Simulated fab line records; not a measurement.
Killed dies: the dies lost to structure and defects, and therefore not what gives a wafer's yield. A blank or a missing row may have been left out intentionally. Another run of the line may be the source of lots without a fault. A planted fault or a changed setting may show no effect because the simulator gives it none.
A struck lot beside a sound one :: flow gf180mcu :: 23 out of 602 route steps
Sound: wafers L424.1, L424.2, L424.6. Struck: wafers L435.1, L435.4, L435.6. The cause is named last.
At each step with rows: each side's tool, then ch and its chambers, then its first start. Under that, the readings that differ: sound wafers :: struck wafers :: difference of the means :: sigmas: that difference in standard deviations of wafers without a fault.
alike: readings whose means differ by less than 2 such deviations, and words and numbers that are the same on both sides. not compared: withheld readings, readings that some wafer has no value for, bounds like >300 that may hide the same value, and numbers for which the record gives no deviation and whose values overlap.
A row with sigmas, a row that says differs or no value, or rows on one side alone: a step with any of these is where the two part. When numbers do not overlap yet have no deviation, they are printed without sigmas and do not part them. A reading missing from all wafers of one side parts the sides only when that side holds two or more wafers.

first, 5 steps without rows for these wafers: GF_LVPWELL_COAT_02 (resist thk 3000 nm); GF_LVPWELL_SOFTBAKE_03; GF_LVPWELL_EXPOSE_04 (exposes mask LVPWELL, target cd 600 nm); GF_LVPWELL_PEB_05; GF_LVPWELL_DEVELOP_06 (develop time 60 s).
GF_LVPWELL_OVL_MEAS_07:
  sound: overlay-02 at day 3 21:43; struck: overlay-02 at day 6 12:07
  alike: LVPWELL_OVL
then, 2 steps without rows for these wafers: GF_LVPWELL_IMPLANT_08; GF_LVPWELL_IMPLANT_09.
GF_LVPWELL_STRIP_10: strips in O2/N2.
  sound on plasma asher-04 ch 0,1, day 3 22:04; struck on plasma asher-04 ch 1, day 6 12:27
  alike: chamber pressure mTorr, drypump motor current A, heater power w, oes product au, strip time to endpoint s
  not compared: rf hours counter h
GF_LVPWELL_TW_MEAS_11:
  sound: film metro-04 at day 3 22:10; struck: film metro-04 at day 6 12:33
  alike: LVPWELL_TW
then, 2 steps without rows for these wafers: GF_MVSD_DEHYDRATE_00 (time 60 s); GF_MVSD_HMDS_01 (prime time 60 s).
GF_MVSD_COAT_02: resist thk 3000 nm.
  sound on litho track-02 ch 0, day 4 04:25; struck on litho track-02 ch 0, day 6 19:31
reading: model.coat_of_MVSD_COAT_02.thk nm (nm)
sound: 2993 2998 3000
struck: 1456 1462 1458
difference: -1538
sigmas: 
then, 3 steps without rows for these wafers: GF_MVSD_SOFTBAKE_03; GF_MVSD_EXPOSE_04 (exposes mask MVSD, target cd 1000 nm); GF_MVSD_PEB_05.
GF_MVSD_DEVELOP_06: develop time 60 s.
  sound on litho track-01 ch 0; struck on litho track-01 ch 0
reading: model.coat_of_MVSD_COAT_02.thk nm (nm)
sound: 2991 2997 2999
struck: 1455 1461 1457
difference: -1538
sigmas: 
GF_MVSD_OVL_MEAS_07:
  sound: overlay-01 at day 4 11:41; struck: overlay-01 at day 7 03:32
  alike: MVSD_OVL
then, 2 steps without rows for these wafers: GF_MVSD_IMPLANT_08; GF_MVSD_IMPLANT_09.
GF_MVSD_STRIP_10: strips in O2/N2.
  sound on plasma asher-02 ch 0,1, day 4 12:01; struck on plasma asher-02 ch 1, day 7 03:52
reading: strip time to endpoint s (s)
sound: 36.85 36.94 36.98
struck: 18.95 19.01 18.93
difference: -17.96
sigmas: -99 or more
  alike: chamber pressure mTorr, drypump motor current A, heater power w, oes product au
  not compared: rf hours counter h
GF_MVSD_TW_MEAS_11:
  sound: film metro-04 at day 4 12:07; struck: film metro-03 at day 7 03:58
reading: MVSD_TW
sound: 1615 1613 1609
struck: 1591 1590 1590
difference: -22
sigmas: -3
-- the record jumps here: 25 days lie between the struck wafers' starts before and after (it left off in module MVSD and takes up again in module PASSIVATION, whose first step shown is number 602 of the route) --
GF_PASSIVATION_PROBE_99:
  sound: prober-01 at day 29 05:12; struck: prober-01 at day 32 10:17
reading: model.etest.ldnmos_10p0.r on ohm um
sound: 3689 3718 3706
struck: 3572 3580 3581
difference: -127
sigmas: 

reading: model.etest.ldnmos_10p0.drive ua um
sound: 530.1 533.7 536.1
struck: 559.6 565.2 558.6
difference: +27.8
sigmas: 

## WHERE THEY PART
At GF_MVSD_STRIP_10 first; at GF_MVSD_TW_MEAS_11 last (within this record only).

WHY: whatever the simulator had introduced
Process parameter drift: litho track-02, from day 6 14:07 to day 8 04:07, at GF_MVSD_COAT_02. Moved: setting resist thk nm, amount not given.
